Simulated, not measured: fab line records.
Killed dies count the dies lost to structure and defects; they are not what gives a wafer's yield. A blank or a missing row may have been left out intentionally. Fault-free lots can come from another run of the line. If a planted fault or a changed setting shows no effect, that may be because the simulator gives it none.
fab line records || flow sky130
record: {"lots": 5, "wafers": 14, "last_day": 50}
route steps=708 shown LDD_N@247 LDD_P@255 PAD_OPEN@708
lots untouched by any fault: they come from a run of this same line in which no faults occurred
start_h: hours from the record's first day to the start of the lot's first wafer shown || wait_h: hours elapsed since this lot's preceding step || " as in the row above || L1.1+2: a row that stands for several wafers || - no value, or no start given || * or withheld: withheld || < > ~ a bound
route shown NAME@n: NAME is a module with steps in the file, n the number in the route of the first one || usual: the fault-free wafers' mean and standard deviation || same: alike in all rows || chamber/n: place in a boat || sites: readings site by site || _std_site: their standard deviation || _edge_site: mean of outer sites minus mean of inner sites || radius_mm: for every site, how far away it sits from the centre of the wafer || mask NAME#n: copy n || behind: the last tool/chamber to shape the wafer || hold: why the lot was held/for how many hours/how that ended || device: the n, p or np transistor that did not switch || end of line: tests run on the same wafers once the route is complete || for a step that has no rows: nothing shown but its recipe || killed: at the first sort, the dies lost to defects and structure; wafer yield is something else || map: the dies of a wafer, with x for killed, . for not killed, _ for no die there
set.NAME: the setting that was run; set.NAME@STEP: the one run at that earlier step || model.NAME: the simulator's own value behind a step, which no gauge read
lots at selected steps of the route; one table per step, one row per wafer
services: from which hour (start_h, from the record's first day; less than 0 if before it) a tool's chamber was out of use, for how many hours, and why
== steps ==
step: SKY_LDD_N_IMPLANT_10
recipe: {"species": "As", "energy_kev": 20, "dose_cm2": 7.5e+13, "tilt_deg": "withheld", "rotation_deg": 203}
step: SKY_LDD_N_IMPLANT_11
recipe: {"species": "As", "energy_kev": 20, "dose_cm2": 7.5e+13, "tilt_deg": "withheld", "rotation_deg": 293}
step: SKY_LDD_N_IMPLANT_12
recipe: {"species": "BF2", "energy_kev": 50, "dose_cm2": 5e+12, "tilt_deg": 30, "rotation_deg": 0}
step: SKY_LDD_N_IMPLANT_13
recipe: {"species": "BF2", "energy_kev": 50, "dose_cm2": 5e+12, "tilt_deg": 30, "rotation_deg": 90}
step: SKY_LDD_N_IMPLANT_14
recipe: {"species": "BF2", "energy_kev": 50, "dose_cm2": 5e+12, "tilt_deg": 30, "rotation_deg": 180}
step: SKY_LDD_N_IMPLANT_15
recipe: {"species": "BF2", "energy_kev": 50, "dose_cm2": 5e+12, "tilt_deg": 30, "rotation_deg": 270}
step: SKY_LDD_N_STRIP_16
recipe: {"chemistry": "O2/N2", "power_w": 1400, "pressure_mtorr": 1500, "platen_temp_c": "withheld", "o2_flow_sccm": 3000, "n2_flow_sccm": 300, "overash_fraction": 0.5}
usual: {"drypump_motor_current_A": "5.8/0.63", "n2_flow_sccm": "300.0/0.89", "oes_product_au": "0.406/0.0045", "strip_time_to_endpoint_s": "4.318/0.016"}
{"lot.wafer": "L553.1", "tool": "plasma_asher-04", "chamber": 0, "start_h": 456.13, "wait_h": 0.1, "drypump_motor_current_A": 5.3, "n2_flow_sccm": 300.1, "oes_product_au": 0.403, "rf_hours_counter_h": 76, "strip_time_to_endpoint_s": 4.318}
{"lot.wafer": "L553.2", "tool": "plasma_asher-04", "chamber": 1, "start_h": 456.13, "wait_h": 0.1, "drypump_motor_current_A": 5.5, "n2_flow_sccm": 300.1, "oes_product_au": 0.407, "rf_hours_counter_h": 76, "strip_time_to_endpoint_s": 4.297}
{"lot.wafer": "L553.6", "tool": "plasma_asher-04", "chamber": 0, "start_h": 456.13, "wait_h": 0.1, "drypump_motor_current_A": 5.3, "n2_flow_sccm": 301.6, "oes_product_au": 0.400, "rf_hours_counter_h": "-", "strip_time_to_endpoint_s": 4.337}
{"lot.wafer": "L558.1", "tool": "plasma_asher-03", "chamber": 1, "start_h": 500.08, "wait_h": 0.1, "drypump_motor_current_A": 6.6, "n2_flow_sccm": 299.4, "oes_product_au": 0.402, "rf_hours_counter_h": 7, "strip_time_to_endpoint_s": 4.318}
{"lot.wafer": "L558.3", "tool": "plasma_asher-03", "chamber": 0, "start_h": 500.08, "wait_h": 0.1, "drypump_motor_current_A": 6.0, "n2_flow_sccm": 298.8, "oes_product_au": 0.407, "rf_hours_counter_h": "-", "strip_time_to_endpoint_s": 4.296}
{"lot.wafer": "L559.2", "tool": "plasma_asher-03", "chamber": 0, "start_h": 510.93, "wait_h": 0.1, "drypump_motor_current_A": 6.0, "n2_flow_sccm": 299.3, "oes_product_au": 0.402, "rf_hours_counter_h": 8, "strip_time_to_endpoint_s": 4.335}
{"lot.wafer": "L559.3", "tool": "plasma_asher-03", "chamber": 1, "start_h": 510.93, "wait_h": 0.1, "drypump_motor_current_A": 6.6, "n2_flow_sccm": 301.0, "oes_product_au": 0.404, "rf_hours_counter_h": "-", "strip_time_to_endpoint_s": 4.317}
{"lot.wafer": "L559.6", "tool": "plasma_asher-03", "chamber": 1, "start_h": 510.93, "wait_h": 0.1, "drypump_motor_current_A": 6.6, "n2_flow_sccm": 300.1, "oes_product_au": 0.408, "rf_hours_counter_h": "-", "strip_time_to_endpoint_s": 4.327}
{"lot.wafer": "L567.1", "tool": "plasma_asher-04", "chamber": 1, "start_h": 581.48, "wait_h": 0.1, "drypump_motor_current_A": 5.4, "n2_flow_sccm": 300.0, "oes_product_au": 0.408, "rf_hours_counter_h": 89, "strip_time_to_endpoint_s": 4.340}
{"lot.wafer": "L567.4", "tool": "plasma_asher-04", "chamber": 0, "start_h": 581.48, "wait_h": 0.1, "drypump_motor_current_A": 5.3, "n2_flow_sccm": 298.6, "oes_product_au": 0.397, "rf_hours_counter_h": "-", "strip_time_to_endpoint_s": 4.324}
{"lot.wafer": "L567.6", "tool": "plasma_asher-04", "chamber": 0, "start_h": 581.48, "wait_h": 0.1, "drypump_motor_current_A": 5.2, "n2_flow_sccm": 299.3, "oes_product_au": 0.405, "rf_hours_counter_h": "-", "strip_time_to_endpoint_s": 4.334}
{"lot.wafer": "L568.2", "tool": "plasma_asher-04", "chamber": 0, "start_h": 590.38, "wait_h": 0.1, "drypump_motor_current_A": 5.3, "n2_flow_sccm": 300.3, "oes_product_au": 0.410, "rf_hours_counter_h": 90, "strip_time_to_endpoint_s": 4.314}
{"lot.wafer": "L568.4", "tool": "plasma_asher-04", "chamber": 0, "start_h": 590.38, "wait_h": 0.1, "drypump_motor_current_A": 5.3, "n2_flow_sccm": 300.6, "oes_product_au": 0.404, "rf_hours_counter_h": "-", "strip_time_to_endpoint_s": 4.299}
{"lot.wafer": "L568.6", "tool": "plasma_asher-04", "chamber": 1, "start_h": 590.38, "wait_h": 0.1, "drypump_motor_current_A": 5.5, "n2_flow_sccm": 300.9, "oes_product_au": 0.406, "rf_hours_counter_h": "-", "strip_time_to_endpoint_s": 4.312}
step: SKY_LDD_N_TW_MEAS_17
usual: {"LDD_N_TW": "2568/26"}
{"lot.wafer": "L553.1", "tool": "film_metro-03", "chamber": "-", "start_h": 456.23, "wait_h": 0.1, "LDD_N_TW": 2581}
{"lot.wafer": "L553.2", "tool": "film_metro-03", "chamber": "-", "start_h": 456.23, "wait_h": 0.1, "LDD_N_TW": 2582}
{"lot.wafer": "L553.6", "tool": "film_metro-03", "chamber": "-", "start_h": 456.23, "wait_h": 0.1, "LDD_N_TW": 2597}
{"lot.wafer": "L558.1", "tool": "film_metro-03", "chamber": "-", "start_h": 500.18, "wait_h": 0.1, "LDD_N_TW": 2610}
{"lot.wafer": "L558.3", "tool": "film_metro-03", "chamber": "-", "start_h": 500.18, "wait_h": 0.1, "LDD_N_TW": 2606}
{"lot.wafer": "L559.2", "tool": "film_metro-02", "chamber": "-", "start_h": 511.04, "wait_h": 0.1, "LDD_N_TW": 2536}
{"lot.wafer": "L559.3", "tool": "film_metro-02", "chamber": "-", "start_h": 511.04, "wait_h": 0.1, "LDD_N_TW": 2538}
{"lot.wafer": "L559.6", "tool": "film_metro-02", "chamber": "-", "start_h": 511.04, "wait_h": 0.1, "LDD_N_TW": 2530}
{"lot.wafer": "L567.1", "tool": "film_metro-03", "chamber": "-", "start_h": 581.58, "wait_h": 0.1, "LDD_N_TW": 2605}
{"lot.wafer": "L567.4", "tool": "film_metro-03", "chamber": "-", "start_h": 581.58, "wait_h": 0.1, "LDD_N_TW": 2599}
{"lot.wafer": "L567.6", "tool": "film_metro-03", "chamber": "-", "start_h": 581.58, "wait_h": 0.1, "LDD_N_TW": 2598}
{"lot.wafer": "L568.2", "tool": "film_metro-01", "chamber": "-", "start_h": 590.49, "wait_h": 0.1, "LDD_N_TW": 2540}
{"lot.wafer": "L568.4", "tool": "film_metro-01", "chamber": "-", "start_h": 590.49, "wait_h": 0.1, "LDD_N_TW": 2543}
{"lot.wafer": "L568.6", "tool": "film_metro-01", "chamber": "-", "start_h": 590.49, "wait_h": 0.1, "LDD_N_TW": 2541}
step: SKY_LDD_P_DEHYDRATE_00
recipe: {"temp_c": 200, "time_s": 60}
step: SKY_LDD_P_HMDS_01
recipe: {"prime_time_s": 60, "prime_temp_c": 120}
step: SKY_LDD_P_COAT_02
recipe: {"resist": "NOVOLAK", "spin_rpm": 3000, "resist_thk_nm": 1140}
step: SKY_LDD_P_SOFTBAKE_03
recipe: {"temp_c": 90, "time_s": 60, "resist": "NOVOLAK"}
step: SKY_LDD_P_EXPOSE_04
recipe: {"mask_id": "PSDM", "na": 0.6, "source_shape": "conventional", "sigma_outer": 0.6, "polarization": "unpolarized", "target_cd_nm": 380, "dose_mj": 138}
usual: {"reticle_temp_C": "23.00/0.11"}
same: {"sigma_outer": 0.6}
{"lot.wafer": "L553.1", "tool": "iline_stepper-01", "chamber": 0, "start_h": 471.22, "wait_h": "-", "mask": "PSDM#0", "reticle_temp_C": 22.93}
{"lot.wafer": "L553.2", "tool": "iline_stepper-01", "chamber": 0, "start_h": 471.22, "wait_h": "-", "mask": "PSDM#0", "reticle_temp_C": 22.93}
{"lot.wafer": "L553.6", "tool": "iline_stepper-01", "chamber": 0, "start_h": 471.22, "wait_h": "-", "mask": "PSDM#0", "reticle_temp_C": 22.77}
{"lot.wafer": "L558.1", "tool": "iline_stepper-01", "chamber": 0, "start_h": 515.50, "wait_h": "-", "mask": "PSDM#0", "reticle_temp_C": 22.98}
{"lot.wafer": "L558.3", "tool": "iline_stepper-01", "chamber": 0, "start_h": 515.50, "wait_h": "-", "mask": "PSDM#0", "reticle_temp_C": 22.90}
{"lot.wafer": "L559.2", "tool": "iline_stepper-02", "chamber": 0, "start_h": 526.62, "wait_h": "-", "mask": "PSDM#0", "reticle_temp_C": 22.93}
{"lot.wafer": "L559.3", "tool": "iline_stepper-02", "chamber": 0, "start_h": 526.62, "wait_h": "-", "mask": "PSDM#0", "reticle_temp_C": 23.04}
{"lot.wafer": "L559.6", "tool": "iline_stepper-02", "chamber": 0, "start_h": 526.62, "wait_h": "-", "mask": "PSDM#0", "reticle_temp_C": 23.17}
{"lot.wafer": "L567.1", "tool": "iline_stepper-01", "chamber": 0, "start_h": 596.17, "wait_h": "-", "mask": "PSDM#0", "reticle_temp_C": 23.10}
{"lot.wafer": "L567.4", "tool": "iline_stepper-01", "chamber": 0, "start_h": 596.17, "wait_h": "-", "mask": "PSDM#0", "reticle_temp_C": 22.86}
{"lot.wafer": "L567.6", "tool": "iline_stepper-01", "chamber": 0, "start_h": 596.17, "wait_h": "-", "mask": "PSDM#0", "reticle_temp_C": 22.97}
{"lot.wafer": "L568.2", "tool": "iline_stepper-01", "chamber": 0, "start_h": 605.07, "wait_h": "-", "mask": "PSDM#0", "reticle_temp_C": 23.07}
{"lot.wafer": "L568.4", "tool": "iline_stepper-01", "chamber": 0, "start_h": 605.07, "wait_h": "-", "mask": "PSDM#0", "reticle_temp_C": 23.10}
{"lot.wafer": "L568.6", "tool": "iline_stepper-01", "chamber": 0, "start_h": 605.07, "wait_h": "-", "mask": "PSDM#0", "reticle_temp_C": 23.10}
step: SKY_LDD_P_PEB_05
recipe: {"temp_c": "withheld", "time_s": "*", "resist": "NOVOLAK"}
step: SKY_LDD_P_DEVELOP_06
recipe: {"resist": "NOVOLAK", "developer": "TMAH", "develop_time_s": 60, "dev_temp_c": 23}
step: SKY_LDD_P_CD_MEAS_07
recipe: {"target_cd_nm": 380}
usual: {"cd_nm": "380.5/2.7"}
{"lot.wafer": "L553.1", "tool": "cd_sem-02", "chamber": "-", "start_h": 486.75, "wait_h": 0.1, "hold": "-", "cd_nm": 377.7}
{"lot.wafer": "L553.2", "tool": "cd_sem-02", "chamber": "-", "start_h": 486.75, "wait_h": 0.1, "hold": "-", "cd_nm": 377.6}
{"lot.wafer": "L553.6", "tool": "cd_sem-02", "chamber": "-", "start_h": 486.75, "wait_h": 0.1, "hold": "-", "cd_nm": 378.1}
{"lot.wafer": "L558.1", "tool": "cd_sem-02", "chamber": "-", "start_h": 530.60, "wait_h": 0.1, "hold": "await_dispo/0.2h/release", "cd_nm": 373.9}
{"lot.wafer": "L558.3", "tool": "cd_sem-02", "chamber": "-", "start_h": 530.60, "wait_h": 0.1, "hold": "await_dispo/0.2h/release", "cd_nm": 367.7}
{"lot.wafer": "L558.1", "tool": "cd_sem-02", "chamber": "-", "start_h": 530.88, "wait_h": 0.3, "hold": "-", "cd_nm": 373.9}
{"lot.wafer": "L558.3", "tool": "cd_sem-02", "chamber": "-", "start_h": 530.88, "wait_h": 0.3, "hold": "-", "cd_nm": 367.7}
{"lot.wafer": "L559.2", "tool": "cd_sem-01", "chamber": "-", "start_h": 541.47, "wait_h": 0.1, "hold": "-", "cd_nm": 383.8}
{"lot.wafer": "L559.3", "tool": "cd_sem-01", "chamber": "-", "start_h": 541.47, "wait_h": 0.1, "hold": "-", "cd_nm": 384.1}
{"lot.wafer": "L559.6", "tool": "cd_sem-01", "chamber": "-", "start_h": 541.47, "wait_h": 0.1, "hold": "-", "cd_nm": 382.9}
{"lot.wafer": "L567.1", "tool": "cd_sem-02", "chamber": "-", "start_h": 609.90, "wait_h": 0.1, "hold": "-", "cd_nm": 377.3}
{"lot.wafer": "L567.4", "tool": "cd_sem-02", "chamber": "-", "start_h": 609.90, "wait_h": 0.1, "hold": "-", "cd_nm": 379.6}
{"lot.wafer": "L567.6", "tool": "cd_sem-02", "chamber": "-", "start_h": 609.90, "wait_h": 0.1, "hold": "-", "cd_nm": 378.8}
{"lot.wafer": "L568.2", "tool": "cd_sem-01", "chamber": "-", "start_h": 619.57, "wait_h": 0.1, "hold": "-", "cd_nm": 382.8}
{"lot.wafer": "L568.4", "tool": "cd_sem-01", "chamber": "-", "start_h": 619.57, "wait_h": 0.1, "hold": "-", "cd_nm": 381.0}
{"lot.wafer": "L568.6", "tool": "cd_sem-01", "chamber": "-", "start_h": 619.57, "wait_h": 0.1, "hold": "-", "cd_nm": 382.2}
step: SKY_LDD_P_OVL_MEAS_08
usual: {"LDD_P_OVL": "1.0/1.5"}
{"lot.wafer": "L553.1", "tool": "overlay-01", "chamber": "-", "start_h": 486.87, "wait_h": 0.1, "hold": "-", "LDD_P_OVL[nm]": 3.8}
{"lot.wafer": "L553.2", "tool": "overlay-01", "chamber": "-", "start_h": 486.87, "wait_h": 0.1, "hold": "-", "LDD_P_OVL[nm]": 2.3}
{"lot.wafer": "L553.6", "tool": "overlay-01", "chamber": "-", "start_h": 486.87, "wait_h": 0.1, "hold": "-", "LDD_P_OVL[nm]": -0.8}
{"lot.wafer": "L558.1", "tool": "overlay-02", "chamber": "-", "start_h": 535.34, "wait_h": 4.4, "hold": "await_dispo/4.3h/release", "LDD_P_OVL[nm]": 1.2}
{"lot.wafer": "L558.3", "tool": "overlay-02", "chamber": "-", "start_h": 535.34, "wait_h": 4.4, "hold": "await_dispo/4.3h/release", "LDD_P_OVL[nm]": 3.8}
{"lot.wafer": "L559.2", "tool": "overlay-02", "chamber": "-", "start_h": 541.57, "wait_h": 0.1, "hold": "-", "LDD_P_OVL[nm]": -2.4}
{"lot.wafer": "L559.3", "tool": "overlay-02", "chamber": "-", "start_h": 541.57, "wait_h": 0.1, "hold": "-", "LDD_P_OVL[nm]": -1.1}
{"lot.wafer": "L559.6", "tool": "overlay-02", "chamber": "-", "start_h": 541.57, "wait_h": 0.1, "hold": "-", "LDD_P_OVL[nm]": -0.5}
{"lot.wafer": "L567.1", "tool": "overlay-02", "chamber": "-", "start_h": 610.02, "wait_h": 0.1, "hold": "-", "LDD_P_OVL[nm]": 3.7}
{"lot.wafer": "L567.4", "tool": "overlay-02", "chamber": "-", "start_h": 610.02, "wait_h": 0.1, "hold": "-", "LDD_P_OVL[nm]": 1.8}
{"lot.wafer": "L567.6", "tool": "overlay-02", "chamber": "-", "start_h": 610.02, "wait_h": 0.1, "hold": "-", "LDD_P_OVL[nm]": 3.2}
{"lot.wafer": "L568.2", "tool": "overlay-01", "chamber": "-", "start_h": 619.67, "wait_h": 0.1, "hold": "-", "LDD_P_OVL[nm]": 2.2}
{"lot.wafer": "L568.4", "tool": "overlay-01", "chamber": "-", "start_h": 619.67, "wait_h": 0.1, "hold": "-", "LDD_P_OVL[nm]": -0.1}
{"lot.wafer": "L568.6", "tool": "overlay-01", "chamber": "-", "start_h": 619.67, "wait_h": 0.1, "hold": "-", "LDD_P_OVL[nm]": 0.6}
step: SKY_PAD_OPEN_PROBE_99
usual: {"killed_at_M0_to_M3": "45/7.3", "killed_at_M4_up": "3.1/1.7", "killed_at_contacts": "25/5.1", "killed_at_front_end": "15/4.5", "killed_at_other": "0.3/0.56", "killed_dies": "88/9.4", "killed_open": "47/6.6", "killed_short": "40/6.9"}
same: {"gross_dies": 492, "killed_at_back_side": 0}
{"lot.wafer": "L553.1", "tool": "prober-02", "chamber": "-", "start_h": 1109.71, "wait_h": 0.1, "killed_at_M0_to_M3": 38, "killed_at_M4_up": 3, "killed_at_contacts": 36, "killed_at_front_end": 21, "killed_at_other": 0, "killed_dies": 98, "killed_open": 51, "killed_short": 47}
{"lot.wafer": "L553.2", "tool": "prober-02", "chamber": "-", "start_h": 1109.76, "wait_h": 0.1, "killed_at_M0_to_M3": 47, "killed_at_M4_up": 7, "killed_at_contacts": 30, "killed_at_front_end": 16, "killed_at_other": 0, "killed_dies": 100, "killed_open": 58, "killed_short": 42}
{"lot.wafer": "L553.6", "tool": "prober-02", "chamber": "-", "start_h": 1109.96, "wait_h": 0.2, "killed_at_M0_to_M3": 42, "killed_at_M4_up": 5, "killed_at_contacts": 23, "killed_at_front_end": 14, "killed_at_other": 1, "killed_dies": 85, "killed_open": 47, "killed_short": 38}
{"lot.wafer": "L558.1", "tool": "prober-02", "chamber": "-", "start_h": 1138.62, "wait_h": 0.1, "killed_at_M0_to_M3": 38, "killed_at_M4_up": 3, "killed_at_contacts": 20, "killed_at_front_end": 15, "killed_at_other": 1, "killed_dies": 77, "killed_open": 45, "killed_short": 31}
{"lot.wafer": "L558.3", "tool": "prober-02", "chamber": "-", "start_h": 1138.72, "wait_h": 0.2, "killed_at_M0_to_M3": 34, "killed_at_M4_up": 3, "killed_at_contacts": 23, "killed_at_front_end": 10, "killed_at_other": 0, "killed_dies": 70, "killed_open": 39, "killed_short": 31}
{"lot.wafer": "L559.2", "tool": "prober-01", "chamber": "-", "start_h": 1144.94, "wait_h": 0.1, "killed_at_M0_to_M3": 45, "killed_at_M4_up": 2, "killed_at_contacts": 21, "killed_at_front_end": 23, "killed_at_other": 0, "killed_dies": 91, "killed_open": 43, "killed_short": 48}
{"lot.wafer": "L559.3", "tool": "prober-01", "chamber": "-", "start_h": 1144.99, "wait_h": 0.2, "killed_at_M0_to_M3": 41, "killed_at_M4_up": 6, "killed_at_contacts": 23, "killed_at_front_end": 17, "killed_at_other": 0, "killed_dies": 87, "killed_open": 44, "killed_short": 43}
{"lot.wafer": "L559.6", "tool": "prober-01", "chamber": "-", "start_h": 1145.14, "wait_h": 0.2, "killed_at_M0_to_M3": 41, "killed_at_M4_up": 5, "killed_at_contacts": 26, "killed_at_front_end": 8, "killed_at_other": 0, "killed_dies": 80, "killed_open": 47, "killed_short": 33}
{"lot.wafer": "L567.1", "tool": "prober-01", "chamber": "-", "start_h": 1187.10, "wait_h": 0.1, "killed_at_M0_to_M3": 43, "killed_at_M4_up": 0, "killed_at_contacts": 24, "killed_at_front_end": 16, "killed_at_other": 1, "killed_dies": 84, "killed_open": 50, "killed_short": 34}
{"lot.wafer": "L567.4", "tool": "prober-01", "chamber": "-", "start_h": 1187.25, "wait_h": 0.2, "killed_at_M0_to_M3": 48, "killed_at_M4_up": 3, "killed_at_contacts": 24, "killed_at_front_end": 8, "killed_at_other": 1, "killed_dies": 84, "killed_open": 36, "killed_short": 47}
{"lot.wafer": "L567.6", "tool": "prober-01", "chamber": "-", "start_h": 1187.35, "wait_h": 0.2, "killed_at_M0_to_M3": 44, "killed_at_M4_up": 4, "killed_at_contacts": 22, "killed_at_front_end": 12, "killed_at_other": 0, "killed_dies": 82, "killed_open": 40, "killed_short": 42}
{"lot.wafer": "L568.2", "tool": "prober-02", "chamber": "-", "start_h": 1189.85, "wait_h": 0.1, "killed_at_M0_to_M3": 45, "killed_at_M4_up": 4, "killed_at_contacts": 28, "killed_at_front_end": 17, "killed_at_other": 0, "killed_dies": 94, "killed_open": 59, "killed_short": 35}
{"lot.wafer": "L568.4", "tool": "prober-02", "chamber": "-", "start_h": 1189.95, "wait_h": 0.2, "killed_at_M0_to_M3": 41, "killed_at_M4_up": 3, "killed_at_contacts": 28, "killed_at_front_end": 19, "killed_at_other": 0, "killed_dies": 91, "killed_open": 45, "killed_short": 46}
{"lot.wafer": "L568.6", "tool": "prober-02", "chamber": "-", "start_h": 1190.05, "wait_h": 0.2, "killed_at_M0_to_M3": 47, "killed_at_M4_up": 3, "killed_at_contacts": 29, "killed_at_front_end": 21, "killed_at_other": 0, "killed_dies": 100, "killed_open": 59, "killed_short": 41}
killed by level:class
L553.1 CONTACT:geometric_particle:open=11 LI_CONTACT:geometric_particle:open=10 CONTACT:geometric_particle:short=10 VIA1:geometric_particle:open=10 METAL2:geometric_particle:short=7 FIELD_ISO:geometric_particle:open=5 METAL1:geometric_particle:short=5 FIELD_ISO:geometric_particle:short=4
L553.2 CONTACT:geometric_particle:open=12 VIA1:geometric_particle:open=11 LI_CONTACT:geometric_particle:open=9 VIA1:geometric_particle:short=8 VIA3:geometric_particle:open=8 POLY_GATE:geometric_particle:short=5 CONTACT:geometric_particle:short=5 VIA2:geometric_particle:open=4
L553.6 LI_CONTACT:geometric_particle:open=10 VIA1:geometric_particle:open=7 VIA2:geometric_particle:open=5 CONTACT:geometric_particle:open=5 METAL2:geometric_particle:short=5 FIELD_ISO:geometric_particle:open=4 VIA1:geometric_particle:short=4 METAL2:geometric_particle:open=4
L558.1 LI_CONTACT:geometric_particle:open=8 VIA2:geometric_particle:open=8 CONTACT:geometric_particle:open=6 VIA1:geometric_particle:short=5 VIA1:geometric_particle:open=5 METAL2:geometric_particle:short=5 FIELD_ISO:geometric_particle:open=4 LOCAL_INTERCONNECT:geometric_particle:short=4
L558.3 VIA1:geometric_particle:open=11 CONTACT:geometric_particle:open=10 METAL2:geometric_particle:short=8 METAL1:geometric_particle:short=7 LI_CONTACT:geometric_particle:open=5 FIELD_ISO:geometric_particle:short=3 FIELD_ISO:geometric_particle:open=3 VIA2:geometric_particle:open=3
L559.2 VIA2:geometric_particle:open=9 CONTACT:geometric_particle:open=8 POLY_GATE:geometric_particle:short=7 FIELD_ISO:geometric_particle:short=6 VIA1:geometric_particle:short=6 METAL2:geometric_particle:short=6 VIA3:geometric_particle:open=6 VIA2:geometric_particle:short=5
L559.3 METAL1:geometric_particle:short=8 CONTACT:geometric_particle:open=7 LI_CONTACT:geometric_particle:open=7 VIA1:geometric_particle:open=7 VIA2:geometric_particle:open=5 CONTACT:geometric_particle:short=5 METAL2:geometric_particle:short=5 METAL4:geometric_particle:short=5
L559.6 CONTACT:geometric_particle:open=9 LI_CONTACT:geometric_particle:open=8 VIA1:geometric_particle:open=7 METAL2:geometric_particle:short=7 VIA2:geometric_particle:open=7 VIA3:geometric_particle:open=6 POLY_GATE:geometric_particle:short=4 LOCAL_INTERCONNECT:geometric_particle:short=4
L567.1 CONTACT:geometric_particle:open=12 POLY_GATE:geometric_particle:open=10 VIA1:geometric_particle:open=8 METAL1:geometric_particle:short=7 VIA3:geometric_particle:open=7 LI_CONTACT:geometric_particle:open=5 METAL3:geometric_particle:short=5 VIA2:geometric_particle:short=4
L567.4 VIA1:geometric_particle:open=11 CONTACT:geometric_particle:open=8 VIA2:geometric_particle:open=7 METAL1:geometric_particle:short=6 METAL3:geometric_particle:short=6 LI_CONTACT:geometric_particle:open=5 CONTACT:geometric_particle:short=5 METAL2:geometric_particle:short=5
L567.6 VIA1:geometric_particle:open=10 CONTACT:geometric_particle:open=8 VIA3:geometric_particle:open=8 VIA1:geometric_particle:short=6 CONTACT:geometric_particle:short=6 METAL3:geometric_particle:short=6 METAL2:geometric_particle:short=5 FIELD_ISO:geometric_particle:short=4
L568.2 VIA2:geometric_particle:open=14 CONTACT:geometric_particle:open=11 VIA1:geometric_particle:open=11 FIELD_ISO:geometric_particle:open=6 CONTACT:geometric_particle:short=6 LI_CONTACT:geometric_particle:open=6 VIA1:geometric_particle:short=6 FIELD_ISO:geometric_particle:short=5
L568.4 CONTACT:geometric_particle:open=11 FIELD_ISO:geometric_particle:short=6 METAL1:geometric_particle:short=6 LOCAL_INTERCONNECT:geometric_particle:short=6 VIA1:geometric_particle:open=6 POLY_GATE:geometric_particle:short=5 CONTACT:geometric_particle:short=5 VIA2:geometric_particle:open=5
L568.6 CONTACT:geometric_particle:open=10 VIA1:geometric_particle:open=10 VIA2:geometric_particle:open=10 VIA3:geometric_particle:open=8 FIELD_ISO:geometric_particle:open=7 FIELD_ISO:geometric_particle:short=7 LI_CONTACT:geometric_particle:open=7 CONTACT:geometric_particle:short=6
== services ==
{"tool": "iline_stepper-01", "chamber": 0, "start_h": 465.22, "hours": "-", "kind": "calibration"}
{"tool": "iline_stepper-01", "chamber": "-", "start_h": 512.85, "hours": 1.7, "kind": "pm"}
{"tool": "iline_stepper-02", "chamber": "-", "start_h": 594.40, "hours": 1.7, "kind": "pm"}
== key ==
first_sign: {"step": "SKY_LDD_P_CD_MEAS_07", "reading": "visit", "direction": "added"}
effect: {"step": "SKY_LDD_P_CD_MEAS_07", "reading": "cd_nm", "direction": "down", "sigmas": 4.8, "usual": 380.5, "struck": 367.7}
met_at SKY_LDD_P_EXPOSE_04
struck_wafers L558.3
tester_left_out L558
onset_between 471.22 515.50
fault: {"kind": "process_parameter_drift", "tool": "iline_stepper-01", "chamber": "-", "onset_h": 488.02, "steps": "SKY_LDD_P_EXPOSE_04", "channel": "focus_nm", "offset": 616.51, "shape": "step", "end_h": 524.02, "scope": "struck_wafers_only"}
tester_left_out: of these lots the tester's yield and bins aren't shown, on N5 and GAA mostly nor the transistor test; their killed dies are dies lost to structure and defects alone, not to doping, threshold or leakage, so they don't give the yield
